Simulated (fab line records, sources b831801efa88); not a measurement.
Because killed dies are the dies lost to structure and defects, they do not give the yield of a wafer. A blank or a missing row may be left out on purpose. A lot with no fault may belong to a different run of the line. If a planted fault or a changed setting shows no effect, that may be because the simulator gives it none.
fab line records	flow gf180mcu
record: lots: 13	wafers: 39	lastDay: 34
route steps=602 shown STI@2 MVPSD@85 HV_LDD@234
lots that met no fault: taken from a fault-free run of the same line
startH: hours from the record's first day to the start of the lot's first wafer shown	waitH: hours from the lot's prior step to this one	" the same as in the row above	L1.1+2: a row that stands for several wafers	- no value, or no start was given	* or withheld: withheld	< > ~ a bound
route shown NAME@n: NAME is a module with steps in the file, n the number in the route of the first one	usual: the fault-free wafers' mean and standard deviation	same: alike in all rows	chamber/n: place in a boat	sites: the reading at each site	_std_site: the standard deviation of these	_edge_site: outer sites' mean less inner sites'	radiusMm: for every site, how far away it sits from the centre of the wafer	mask NAME#n: copy n	behind: the last tool/chamber to shape the wafer	hold: the reason the lot was held/the length of the hold in hours/how it ended	device: names the non-switching transistor (n, p or np)	end of line: the route-end tests of the same wafers	a step given without rows: its recipe and nothing more	killed: the dies lost at the first sort to structure and to defects; this is not the yield of the wafer	map: shows each die of a wafer: x if killed, . if not, _ if none is there
set.NAME: the setting as run; set.NAME@STEP: as run at that earlier step	model.NAME: the simulator's own value behind a step, which no gauge read
route steps across a sampled set of lots; one table per step, one row per wafer
services: from which hour (startH, from the record's first day; less than 0 if before it) a tool's chamber was out of use, for how many hours, and why
== steps ==
step: GF_STI_OXIDATION_01
recipe: tempC: 900	ambient: O2	stabiliseS: 600	purgeS: 300	targetThkA: 100	oxTimeS: 1418
usual: spikeTcTopC: 910.7/1.9	zonePowerBottomPct: 29.0/1
lot.wafer	tool	chamber	startH	waitH	spikeTcTopC	zonePowerBottomPct
L871.1	furnace-01	0	20.12	0.1	910.5	29.4
L871.3	"	0	"	"	913.3	29.9
L871.4	"	0	"	"	911.9	29.9
L873.2	furnace-02	0	30.12	0.1	909.5	27.9
L873.4	"	0	"	"	910.5	28.0
L873.5	"	0	"	"	908.7	27.8
L874.1	furnace-01	0	35.12	0.1	912.0	30.2
L874.2	"	0	"	"	911.5	30.4
L874.4	"	0	"	"	912.8	30.2
L876.1	furnace-02	0	45.59	0.6	908.8	28.1
L876.5	"	0	"	"	909.7	28.1
L876.6	"	0	"	"	908.7	28.3
L877.1	furnace-02	0	50.12	0.1	909.3	27.2
L877.4	"	0	"	"	908.3	27.9
L877.5	"	0	"	"	909.5	28.3
L878.2	furnace-02	0	56.05	1.0	910.7	27.8
L878.4	"	0	"	"	908.7	27.8
L878.6	"	0	"	"	909.1	28.2
L879.3	furnace-02	0	60.76	0.7	910.2	28.3
L879.4	"	0	"	"	909.2	28.4
L879.6	"	0	"	"	910.1	28.2
L880.4	furnace-01	0	65.12	0.0	913.1	29.7
L880.5	"	0	"	"	912.1	30.1
L880.6	"	0	"	"	914.0	30.7
L884.1	furnace-01	0	85.62	0.6	911.7	30.0
L884.2	"	0	"	"	914.8	30.0
L884.4	"	0	"	"	911.8	29.9
L885.2	furnace-01	0	90.12	0.1	913.2	30.2
L885.5	"	0	"	"	913.4	29.9
L885.6	"	0	"	"	913.2	29.5
L888.2	furnace-01	0	105.15	0.1	912.0	30.3
L888.3	"	0	"	"	912.4	30.2
L888.5	"	0	"	"	912.0	30.0
L891.1	furnace-02	0	123.18	3.2	909.4	27.7
L891.2	"	0	"	"	908.6	28.4
L891.6	"	0	"	"	908.5	27.7
L892.2	furnace-02	0	127.09	2.1	909.7	28.2
L892.3	"	0	"	"	911.0	28.3
L892.5	"	0	"	"	909.8	27.8
step: GF_STI_THK_MEAS_02
recipe: reads: SiO2_of_STI_OXIDATION_01
usual: STI_OXIDATION_THK: 10.03/0.2
lot.wafer	tool	chamber	startH	waitH	STI_OXIDATION_THK[nm]
L871.1	filmMetro-03	-	21.51	0.0	9.99
L871.3	"	-	"	"	9.86
L871.4	"	-	"	"	9.84
L873.2	filmMetro-03	-	31.52	0.0	9.85
L873.4	"	-	"	"	9.86
L873.5	"	-	"	"	9.88
L874.1	filmMetro-03	-	36.51	0.0	10.04
L874.2	"	-	"	"	9.97
L874.4	"	-	"	"	10.04
L876.1	filmMetro-02	-	46.98	0.0	9.94
L876.5	"	-	"	"	9.96
L876.6	"	-	"	"	10.11
L877.1	filmMetro-01	-	51.51	0.0	13.37
L877.4	"	-	"	"	13.64
L877.5	"	-	"	"	13.40
L878.2	filmMetro-02	-	57.45	0.0	13.45
L878.4	"	-	"	"	13.37
L878.6	"	-	"	"	13.39
L879.3	filmMetro-02	-	62.18	0.0	13.75
L879.4	"	-	"	"	13.61
L879.6	"	-	"	"	13.71
L880.4	filmMetro-02	-	66.54	0.0	10.21
L880.5	"	-	"	"	10.05
L880.6	"	-	"	"	9.90
L884.1	filmMetro-03	-	87.01	0.0	9.84
L884.2	"	-	"	"	9.93
L884.4	"	-	"	"	9.86
L885.2	filmMetro-01	-	91.52	0.0	10.32
L885.5	"	-	"	"	10.21
L885.6	"	-	"	"	10.07
L888.2	filmMetro-02	-	106.56	0.0	9.64
L888.3	"	-	"	"	9.72
L888.5	"	-	"	"	9.70
L891.1	filmMetro-01	-	124.57	0.0	10.07
L891.2	"	-	"	"	10.01
L891.6	"	-	"	"	10.04
L892.2	filmMetro-01	-	128.50	0.0	10.01
L892.3	"	-	"	"	10.15
L892.5	"	-	"	"	9.82
step: GF_STI_THK_MEAS_24
recipe: reads: SiO2_of_STI_CVD_23
usual: STI_CVD_23_THK: 649/5.8
lot.wafer	tool	chamber	startH	waitH	STI_CVD_23_THK[nm]
L871.1	filmMetro-02	-	37.56	0.1	631
L871.3	"	-	"	"	636
L871.4	"	-	"	"	646
L873.2	filmMetro-01	-	50.17	0.1	646
L873.4	"	-	"	"	645
L873.5	"	-	"	"	641
L874.1	filmMetro-03	-	53.69	0.0	648
L874.2	"	-	"	"	643
L874.4	"	-	"	"	654
L876.1	filmMetro-03	-	63.48	0.0	656
L876.5	"	-	"	"	644
L876.6	"	-	"	"	653
L877.1	filmMetro-02	-	69.04	0.0	648
L877.4	"	-	"	"	642
L877.5	"	-	"	"	649
L878.2	filmMetro-03	-	75.42	0.0	645
L878.4	"	-	"	"	649
L878.6	"	-	"	"	646
L879.3	filmMetro-03	-	79.41	0.1	653
L879.4	"	-	"	"	653
L879.6	"	-	"	"	650
L880.4	filmMetro-03	-	84.26	0.0	648
L880.5	"	-	"	"	647
L880.6	"	-	"	"	652
L884.1	filmMetro-02	-	106.11	0.0	641
L884.2	"	-	"	"	652
L884.4	"	-	"	"	639
L885.2	filmMetro-02	-	109.38	0.0	653
L885.5	"	-	"	"	654
L885.6	"	-	"	"	655
L888.2	filmMetro-01	-	127.24	0.0	639
L888.3	"	-	"	"	640
L888.5	"	-	"	"	644
L891.1	filmMetro-03	-	143.82	0.0	648
L891.2	"	-	"	"	653
L891.6	"	-	"	"	654
L892.2	filmMetro-01	-	149.30	0.0	646
L892.3	"	-	"	"	650
L892.5	"	-	"	"	643
step: GF_MVPSD_OVL_MEAS_07
usual: MVPSD_OVL: 0.2/1.5
lot.wafer	tool	chamber	startH	waitH	MVPSD_OVL[nm]
L871.1	overlay-02	-	108.84	-	-1.4
L871.3	"	-	"	"	-2.5
L871.4	"	-	"	"	-6.4
L873.2	overlay-02	-	123.35	-	-0.4
L873.4	"	-	"	"	-0.6
L873.5	"	-	"	"	-0.1
L874.1	overlay-01	-	125.36	-	1.0
L874.2	"	-	"	"	1.7
L874.4	"	-	"	"	-0.2
L876.1	overlay-02	-	138.48	-	-0.3
L876.5	"	-	"	"	1.9
L876.6	"	-	"	"	1.7
L877.1	overlay-02	-	143.36	-	-1.2
L877.4	"	-	"	"	-0.2
L877.5	"	-	"	"	-2.2
L878.2	overlay-02	-	150.64	-	0.5
L878.4	"	-	"	"	-0.7
L878.6	"	-	"	"	-0.5
L879.3	overlay-01	-	157.17	-	-1.1
L879.4	"	-	"	"	1.5
L879.6	"	-	"	"	-0.4
L880.4	overlay-02	-	163.95	-	1.0
L880.5	"	-	"	"	1.0
L880.6	"	-	"	"	0.1
L884.1	overlay-02	-	186.84	-	1.8
L884.2	"	-	"	"	-1.2
L884.4	"	-	"	"	-0.9
L885.2	overlay-02	-	190.79	-	2.1
L885.5	"	-	"	"	0.8
L885.6	"	-	"	"	0.2
L888.2	overlay-01	-	210.14	-	1.0
L888.3	"	-	"	"	0.7
L888.5	"	-	"	"	1.0
L891.1	overlay-01	-	232.33	-	-2.3
L891.2	"	-	"	"	-0.3
L891.6	"	-	"	"	0.9
L892.2	overlay-02	-	239.34	-	1.0
L892.3	"	-	"	"	0.6
L892.5	"	-	"	"	0.5
step: GF_HV_LDD_ETCHBACK_58
recipe: chemistry: CH3F/O2	target: Si3N4	stopOn: SiO2	sourceW: 400	biasW: 80	pressureMtorr: 25	ch3fFlowSccm: 40	O2_flow_sccm: 30	timeS: 100	targetDepthA: 900
usual: drypumpMotorCurrentA: 6.0/0.4	oesProductAu: 0.842/0.0066	rfFwdPowerW: 397.8/1.2	throttleValvePct: 10.559/0.0089
same: timeS: 100
lot.wafer	tool	chamber	startH	waitH	drypumpMotorCurrentA	oesProductAu	rfFwdPowerW	rfHoursCounterH	throttleValvePct
L871.1	rieDiel-01	3	297.67	0.1	6.3	0.847	398.6	128	10.558
L871.3	"	0	"	"	6.3	0.841	398.4	31	10.555
L871.4	"	1	"	"	5.9	0.845	398.1	130	10.564
L874.1	rieDiel-02	0	316.18	0.1	5.3	0.839	397.3	102	10.542
L874.2	"	3	"	"	5.4	0.847	398.3	46	10.577
L874.4	"	1	"	"	6.1	0.834	396.9	3	10.558
L873.2	rieDiel-03	0	316.78	0.0	5.7	0.843	399.6	1	10.554
L873.4	"	1	"	"	6.5	0.843	397.5	29	10.552
L873.5	"	3	"	"	6.1	0.848	396.0	-	10.559
L876.1	rieDiel-03	1	331.89	0.1	6.5	0.840	399.9	29	10.554
L876.5	"	1	"	"	6.6	0.842	400.2	-	10.564
L876.6	"	0	"	"	5.7	0.834	398.3	-	10.578
L877.1	rieDiel-01	0	335.74	0.1	6.3	0.842	395.3	32	10.537
L877.4	"	0	"	"	6.3	0.835	397.1	-	10.549
L877.5	"	2	"	"	5.4	0.828	398.7	-	10.577
L878.2	rieDiel-02	1	345.26	0.0	6.1	0.852	400.1	4	10.565
L878.4	"	0	"	"	5.3	0.850	398.4	103	10.560
L878.6	"	0	"	"	5.3	0.850	398.1	-	10.565
L879.3	rieDiel-02	1	357.83	0.0	6.1	0.843	398.3	4	10.567
L879.4	"	0	"	"	5.4	0.843	399.5	103	10.575
L879.6	"	1	"	"	6.1	0.847	398.0	-	10.569
L880.4	rieDiel-03	0	365.90	0.0	5.7	0.840	398.8	2	10.546
L880.5	"	2	"	"	6.5	0.841	398.2	-	10.560
L880.6	"	3	"	"	6.1	0.846	398.3	-	10.557
L884.1	rieDiel-02	2	396.22	0.1	5.6	0.845	397.3	9	10.567
L884.2	"	3	"	"	5.5	0.842	395.9	47	10.555
L884.4	"	0	"	"	5.3	0.844	397.5	104	10.556
L885.2	rieDiel-03	3	403.95	0.0	6.1	0.848	396.0	16	10.550
L885.5	"	3	"	"	6.2	0.847	396.8	-	10.563
L885.6	"	2	"	"	6.5	0.836	398.5	-	10.559
L888.2	rieDiel-01	3	430.02	0.0	6.3	0.840	398.3	3	10.562
L888.3	"	1	"	"	5.9	0.845	394.7	2	10.564
L888.5	"	2	"	"	5.4	0.836	397.0	-	10.561
L891.1	rieDiel-03	0	461.00	0.1	5.7	0.832	397.8	5	10.560
L891.2	"	2	"	"	6.5	0.823	398.2	8	10.543
L891.6	"	0	"	"	5.7	0.828	398.6	-	10.552
L892.2	rieDiel-02	2	469.96	0.0	5.7	0.838	396.5	11	10.566
L892.3	"	1	"	"	6.1	0.837	397.3	7	10.555
L892.5	"	1	"	"	6.1	0.844	400.2	-	10.558
== services ==
tool	chamber	startH	hours	kind
furnace-02	-	2.17	2.9	pm
furnace-02	-	10.49	4.0	pm
rieDiel-03	-	43.71	0.7	repair
furnace-01	-	49.08	3.3	pm
rieDiel-03	3	60.52	5.6	repair
rieDiel-02	-	72.72	0.1	repair
furnace-01	-	92.76	5.1	pm
furnace-02	-	119.67	3.5	pm
rieDiel-03	2	157.25	2.4	repair
rieDiel-02	-	172.57	0.5	repair
rieDiel-02	0	176.54	10.0	repair
furnace-02	-	178.51	4.0	pm
furnace-01	-	179.40	15.3	repair
furnace-01	-	217.08	3.3	pm
rieDiel-02	2	222.19	17.2	repair
rieDiel-02	-	262.26	3.6	repair
rieDiel-02	3	303.63	1.2	repair
rieDiel-02	-	327.05	2.8	pm
furnace-02	-	346.24	3.0	pm
rieDiel-03	-	348.63	2.8	pm
furnace-01	-	375.40	2.7	pm
furnace-01	-	386.37	2.8	pm
furnace-02	-	401.20	2.7	pm
furnace-01	-	422.08	7.6	repair
== key ==
firstSign: step: GF_STI_THK_MEAS_02	reading: STI_OXIDATION_THK	direction: up	sigmas: 17	usual: 10.03	struck: 13.52
effect none on later readings
metAt GF_STI_OXIDATION_01
struckLots L877,L878,L879
testerLeftOut L877,L878,L879
notActingAt GF_STI_THK_MEAS_24,GF_MVPSD_OVL_MEAS_07,GF_HV_LDD_ETCHBACK_58
onsetBetween 45.59 50.12
fault: kind: processParameterDrift	tool: furnace-02	chamber: -	onsetH: 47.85	steps: GF_STI_OXIDATION_01	channel: oxTimeS	offset: *	shape: step	endH: 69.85	actsIn: *	stated: *
testerLeftOut: of these lots the tester's yield and bins aren't shown, on N5 and GAA mostly nor the transistor test; their killed dies are dies lost to structure and defects alone, not to doping, threshold or leakage, so they don't give the yield
